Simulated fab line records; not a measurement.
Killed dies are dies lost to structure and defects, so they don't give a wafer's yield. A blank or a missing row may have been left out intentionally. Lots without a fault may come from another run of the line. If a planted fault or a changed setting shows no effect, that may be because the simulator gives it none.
fab line records	flow gf180mcu
record lots=13	wafers=39	last_day=36
route steps=602 shown STI@13 LVPWELL@62 SAB@273
lots untouched by any fault: they come from a run of this same line in which no faults occurred
start_h: start of the lot's first displayed wafer, in hours after the record's first day	wait_h: hours since the lot's step before	" identical to the entry in the row above	L1.1+2: several wafers, shown together as one row	- either no value or no given start	* or withheld: withheld	< > ~ a bound
route shown NAME@n: names a module that has steps shown in the file, with the first one's number in the route	usual: mean/standard deviation of fault-free wafers	same: alike in all rows	chamber/n: place in a boat	sites: per-site readings	_std_site: how widely they spread, as a standard deviation	_edge_site: the outer-site mean with the inner-site mean subtracted	radius_mm: for every site, how far away it sits from the centre of the wafer	mask NAME#n: copy n	behind: the tool/chamber that last shaped the wafer	hold: cause of the lot's hold/its duration in hours/its outcome	device: the transistor (n, p or np) that didn't switch	end of line: the same wafers' tests at the end of the route	a step with no rows: only its recipe	killed: dies that structure and defects cost at the first sort, which is not the same as the wafer's yield	map: shows each die of a wafer: x if killed, . if not, _ if none is there
set.NAME: the setting as run; set.NAME@STEP: as run at that earlier step	model.NAME: the simulator's own value behind a step, which no gauge read
the route's steps for a sample of lots (tables are steps, rows are wafers)
services: the hour from which a tool's chamber was out of use, counted from the record's first day as start_h (under 0 if before that day), plus the number of hours and why
## steps
# step GF_STI_CD_MEAS_12
# recipe target_cd_nm=220
# usual cd_nm=219.8/1.1
lot.wafer	tool	chamber	start_h	wait_h	cd_nm
L201.3	cd_sem-01	-	33.39	0.1	218.8
L201.5	"	-	"	"	218.2
L201.6	"	-	"	"	218.1
L203.1	cd_sem-02	-	41.82	0.1	221.4
L203.3	"	-	"	"	220.4
L203.5	"	-	"	"	220.3
L205.1	cd_sem-01	-	51.82	0.1	218.2
L205.2	"	-	"	"	218.5
L205.6	"	-	"	"	218.4
L206.2	cd_sem-01	-	58.09	0.1	219.5
L206.3	"	-	"	"	219.4
L206.4	"	-	"	"	219.8
L207.1	cd_sem-01	-	63.72	0.1	221.0
L207.4	"	-	"	"	220.4
L207.6	"	-	"	"	219.4
L208.2	cd_sem-01	-	67.59	0.1	220.0
L208.4	"	-	"	"	219.5
L208.6	"	-	"	"	220.0
L209.1	cd_sem-01	-	74.25	0.1	220.4
L209.2	"	-	"	"	220.1
L209.6	"	-	"	"	221.4
L210.2	cd_sem-02	-	79.34	0.1	221.5
L210.4	"	-	"	"	221.6
L210.6	"	-	"	"	221.5
L211.1	cd_sem-01	-	83.42	0.1	219.1
L211.3	"	-	"	"	219.4
L211.6	"	-	"	"	218.6
L213.2	cd_sem-02	-	93.11	0.2	219.9
L213.3	"	-	"	"	220.3
L213.4	"	-	"	"	219.6
L219.1	cd_sem-02	-	124.39	0.1	218.8
L219.5	"	-	"	"	219.8
L219.6	"	-	"	"	220.0
L222.1	cd_sem-02	-	140.32	0.1	220.0
L222.4	"	-	"	"	220.6
L222.6	"	-	"	"	221.0
L223.3	cd_sem-02	-	145.73	0.1	219.5
L223.4	"	-	"	"	219.6
L223.5	"	-	"	"	219.4
# step GF_LVPWELL_IMPLANT_08
# recipe species=B	energy_kev=170	dose_cm2=1.5e+13	tilt_deg=0
# usual beam_on_s=9.99/0.21	faraday_current_uA=84.7/1.8
lot.wafer	tool	chamber	start_h	wait_h	beam_on_s	faraday_current_uA
L201.3	implanter-03	0	81.40	0.1	10.01	84.7
L201.5	"	0	"	"	10.16	83.5
L201.6	"	0	"	"	10.08	84.3
L203.1	implanter-02	0	92.71	0.0	10.38	81.3
L203.3	"	0	"	"	9.97	84.8
L203.5	"	0	"	"	9.86	85.6
L205.1	implanter-03	0	101.91	0.0	9.87	85.6
L205.2	"	0	"	"	9.92	84.9
L205.6	"	0	"	"	9.67	87.6
L206.2	implanter-03	0	109.98	0.0	10.03	84.7
L206.3	"	0	"	"	9.96	84.9
L206.4	"	0	"	"	10.05	84.0
L207.1	implanter-03	0	115.03	0.0	9.81	86.2
L207.4	"	0	"	"	9.89	85.2
L207.6	"	0	"	"	10.36	81.4
L208.2	implanter-03	0	121.01	0.0	10.25	82.6
L208.4	"	0	"	"	10.18	83.6
L208.6	"	0	"	"	10.28	82.2
L209.1	implanter-03	0	127.16	0.0	11.87	70.8
L209.2	"	0	"	"	12.57	67.4
L209.6	"	0	"	"	12.81	66.3
L210.2	implanter-03	0	133.36	0.0	12.31	68.7
L210.4	"	0	"	"	12.62	67.1
L210.6	"	0	"	"	13.04	64.9
L211.1	implanter-02	0	136.46	0.0	9.99	84.6
L211.3	"	0	"	"	9.74	86.7
L211.6	"	0	"	"	9.98	84.6
L213.2	implanter-03	0	148.30	0.0	12.40	67.9
L213.3	"	0	"	"	12.45	68.0
L213.4	"	0	"	"	12.32	68.9
L219.1	implanter-01	0	182.78	0.0	10.02	84.5
L219.5	"	0	"	"	10.03	84.3
L219.6	"	0	"	"	10.22	83.0
L222.1	implanter-01	0	202.16	0.0	9.90	85.2
L222.4	"	0	"	"	9.74	86.7
L222.6	"	0	"	"	9.90	84.7
L223.3	implanter-02	0	206.31	0.1	10.00	84.6
L223.4	"	0	"	"	9.68	87.6
L223.5	"	0	"	"	9.74	86.5
# step GF_LVPWELL_TW_MEAS_11
# usual LVPWELL_TW=558/4
lot.wafer	tool	chamber	start_h	wait_h	LVPWELL_TW
L201.3	film_metro-04	-	81.77	0.1	557
L201.5	"	-	"	"	556
L201.6	"	-	"	"	558
L203.1	film_metro-02	-	93.11	0.1	553
L203.3	"	-	"	"	554
L203.5	"	-	"	"	554
L205.1	film_metro-04	-	102.31	0.1	553
L205.2	"	-	"	"	552
L205.6	"	-	"	"	557
L206.2	film_metro-04	-	110.37	0.1	553
L206.3	"	-	"	"	555
L206.4	"	-	"	"	554
L207.1	film_metro-04	-	115.43	0.1	551
L207.4	"	-	"	"	553
L207.6	"	-	"	"	555
L208.2	film_metro-03	-	121.39	0.1	564
L208.4	"	-	"	"	563
L208.6	"	-	"	"	562
L209.1	film_metro-02	-	127.56	0.1	593
L209.2	"	-	"	"	593
L209.6	"	-	"	"	592
L210.2	film_metro-03	-	133.74	0.1	596
L210.4	"	-	"	"	596
L210.6	"	-	"	"	595
L211.1	film_metro-02	-	136.86	0.1	557
L211.3	"	-	"	"	561
L211.6	"	-	"	"	559
L213.2	film_metro-03	-	148.69	0.1	595
L213.3	"	-	"	"	590
L213.4	"	-	"	"	591
L219.1	film_metro-04	-	183.18	0.1	553
L219.5	"	-	"	"	551
L219.6	"	-	"	"	558
L222.1	film_metro-03	-	202.56	0.1	561
L222.4	"	-	"	"	560
L222.6	"	-	"	"	562
L223.3	film_metro-04	-	206.68	0.1	554
L223.4	"	-	"	"	553
L223.5	"	-	"	"	558
# step GF_VT_IMPLANT_RS_MEAS_48
# recipe thk_meas_gauge=four-point-probe
# usual LVPWELL_RS=1196.9/2.9
lot.wafer	tool	chamber	start_h	wait_h	LVPWELL_RS[ohm/sq]
L201.3	film_metro-04	-	185.90	0.1	1194.9
L201.5	"	-	"	"	1196.0
L201.6	"	-	"	"	1194.2
L203.1	film_metro-03	-	199.31	0.1	1193.7
L203.3	"	-	"	"	1192.6
L203.5	"	-	"	"	1195.0
L205.1	film_metro-04	-	211.50	0.1	1195.7
L205.2	"	-	"	"	1194.6
L205.6	"	-	"	"	1193.0
L206.2	film_metro-03	-	219.92	0.1	1196.1
L206.3	"	-	"	"	1192.4
L206.4	"	-	"	"	1193.2
L207.1	film_metro-04	-	226.86	0.1	1193.9
L207.4	"	-	"	"	1192.8
L207.6	"	-	"	"	1193.9
L208.2	film_metro-04	-	234.52	0.1	1201.1
L208.4	"	-	"	"	1204.0
L208.6	"	-	"	"	1201.3
L209.1	film_metro-03	-	241.83	0.1	1072.4
L209.2	"	-	"	"	1070.4
L209.6	"	-	"	"	1069.3
L210.2	film_metro-03	-	250.25	0.1	1069.5
L210.4	"	-	"	"	1068.4
L210.6	"	-	"	"	1068.7
L211.1	film_metro-02	-	255.33	0.1	1199.9
L211.3	"	-	"	"	1193.4
L211.6	"	-	"	"	1195.6
L213.2	film_metro-03	-	267.90	0.1	1069.5
L213.3	"	-	"	"	1069.8
L213.4	"	-	"	"	1069.3
L219.1	film_metro-02	-	306.33	0.1	1197.7
L219.5	"	-	"	"	1197.7
L219.6	"	-	"	"	1198.3
L222.1	film_metro-02	-	328.38	0.1	1193.9
L222.4	"	-	"	"	1198.0
L222.6	"	-	"	"	1195.5
L223.3	film_metro-04	-	334.39	0.1	1194.4
L223.4	"	-	"	"	1196.8
L223.5	"	-	"	"	1198.8
# step GF_SAB_CD_MEAS_09
# recipe target_cd_nm=420
# usual cd_nm=420.3/2.3
lot.wafer	tool	chamber	start_h	wait_h	cd_nm
L201.3	cd_sem-01	-	394.21	0.1	418.7
L201.5	"	-	"	"	421.3
L201.6	"	-	"	"	420.0
L203.1	cd_sem-01	-	410.67	0.1	417.2
L203.3	"	-	"	"	418.5
L203.5	"	-	"	"	419.8
L205.1	cd_sem-02	-	426.37	0.1	418.3
L205.2	"	-	"	"	418.8
L205.6	"	-	"	"	419.5
L206.2	cd_sem-01	-	432.39	0.1	421.1
L206.3	"	-	"	"	421.3
L206.4	"	-	"	"	420.6
L207.1	cd_sem-01	-	438.47	0.1	423.2
L207.4	"	-	"	"	422.7
L207.6	"	-	"	"	423.1
L208.2	cd_sem-01	-	453.99	0.1	421.6
L208.4	"	-	"	"	418.3
L208.6	"	-	"	"	419.7
L209.1	cd_sem-02	-	460.34	0.1	425.3
L209.2	"	-	"	"	423.3
L209.6	"	-	"	"	423.3
L210.2	cd_sem-01	-	471.56	0.1	414.7
L210.4	"	-	"	"	419.6
L210.6	"	-	"	"	418.8
L211.1	cd_sem-02	-	476.59	0.1	423.3
L211.3	"	-	"	"	422.8
L211.6	"	-	"	"	423.3
L213.2	cd_sem-01	-	491.64	0.1	418.8
L213.3	"	-	"	"	416.5
L213.4	"	-	"	"	417.3
L219.1	cd_sem-01	-	535.21	0.1	420.9
L219.5	"	-	"	"	419.9
L219.6	"	-	"	"	420.9
L222.1	cd_sem-01	-	560.86	0.1	418.0
L222.4	"	-	"	"	418.1
L222.6	"	-	"	"	415.7
L223.3	cd_sem-02	-	566.16	0.1	425.2
L223.4	"	-	"	"	422.6
L223.5	"	-	"	"	422.2
# step GF_SAB_OVL_MEAS_10
# usual SAB_OVL=0.0/1.1
lot.wafer	tool	chamber	start_h	wait_h	SAB_OVL[nm]
L201.3	overlay-01	-	394.30	0.1	1.7
L201.5	"	-	"	"	-1.5
L201.6	"	-	"	"	0.5
L203.1	overlay-02	-	410.79	0.1	-0.6
L203.3	"	-	"	"	-1.5
L203.5	"	-	"	"	-1.5
L205.1	overlay-01	-	426.49	0.1	-1.3
L205.2	"	-	"	"	-0.2
L205.6	"	-	"	"	-0.2
L206.2	overlay-02	-	432.49	0.1	0.3
L206.3	"	-	"	"	-0.1
L206.4	"	-	"	"	1.8
L207.1	overlay-01	-	438.59	0.1	-1.1
L207.4	"	-	"	"	-0.2
L207.6	"	-	"	"	-0.2
L208.2	overlay-01	-	454.09	0.1	0.2
L208.4	"	-	"	"	-2.1
L208.6	"	-	"	"	-1.2
L209.1	overlay-02	-	460.46	0.1	0.7
L209.2	"	-	"	"	-0.9
L209.6	"	-	"	"	0.9
L210.2	overlay-01	-	471.66	0.1	0.3
L210.4	"	-	"	"	0.6
L210.6	"	-	"	"	0.8
L211.1	overlay-02	-	476.71	0.1	-1.6
L211.3	"	-	"	"	-1.2
L211.6	"	-	"	"	-0.7
L213.2	overlay-01	-	491.74	0.1	-0.8
L213.3	"	-	"	"	1.5
L213.4	"	-	"	"	-0.8
L219.1	overlay-01	-	535.33	0.1	1.1
L219.5	"	-	"	"	-0.5
L219.6	"	-	"	"	0.6
L222.1	overlay-02	-	560.98	0.1	0.5
L222.4	"	-	"	"	2.3
L222.6	"	-	"	"	-0.6
L223.3	overlay-02	-	566.25	0.1	-0.6
L223.4	"	-	"	"	0.1
L223.5	"	-	"	"	0.9
## services
tool	chamber	start_h	hours	kind
implanter-02	-	70.11	0.5	repair
implanter-03	-	90.98	2.7	repair
implanter-01	-	96.21	2.3	repair
implanter-03	-	102.54	3.7	repair
implanter-01	-	112.97	0.9	repair
implanter-03	-	122.34	3.2	repair
implanter-02	-	132.46	0.5	repair
implanter-01	-	142.87	1.7	repair
## key
first_sign step=GF_LVPWELL_IMPLANT_08	reading=beam_on_s	direction=up	sigmas=12	usual=9.99	struck=12.49
effect step=GF_LVPWELL_IMPLANT_08	reading=faraday_current_uA	direction=down	sigmas=9.6	usual=84.7	struck=67.8
effect step=GF_LVPWELL_TW_MEAS_11	reading=LVPWELL_TW	direction=up	sigmas=9	usual=558	struck=594
effect step=GF_VT_IMPLANT_RS_MEAS_48	reading=LVPWELL_RS	direction=down	sigmas=44	usual=1196.9	struck=1069.7
met_at GF_LVPWELL_IMPLANT_08
struck_lots L209,L210,L213
tester_left_out L209,L210,L213
not_acting_at GF_STI_CD_MEAS_12,GF_SAB_CD_MEAS_09,GF_SAB_OVL_MEAS_10
onset_between 121.01 127.16
fault kind=process_parameter_drift	tool=implanter-03	chamber=-	onset_h=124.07	steps=GF_LVPWELL_IMPLANT_08	channel=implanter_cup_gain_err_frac	offset=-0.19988	shape=step	end_h=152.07
# tester_left_out: of these lots the tester's yield and bins aren't shown, on N5 and GAA mostly nor the transistor test; their killed dies are dies lost to structure and defects alone, not to doping, threshold or leakage, so they don't give the yield
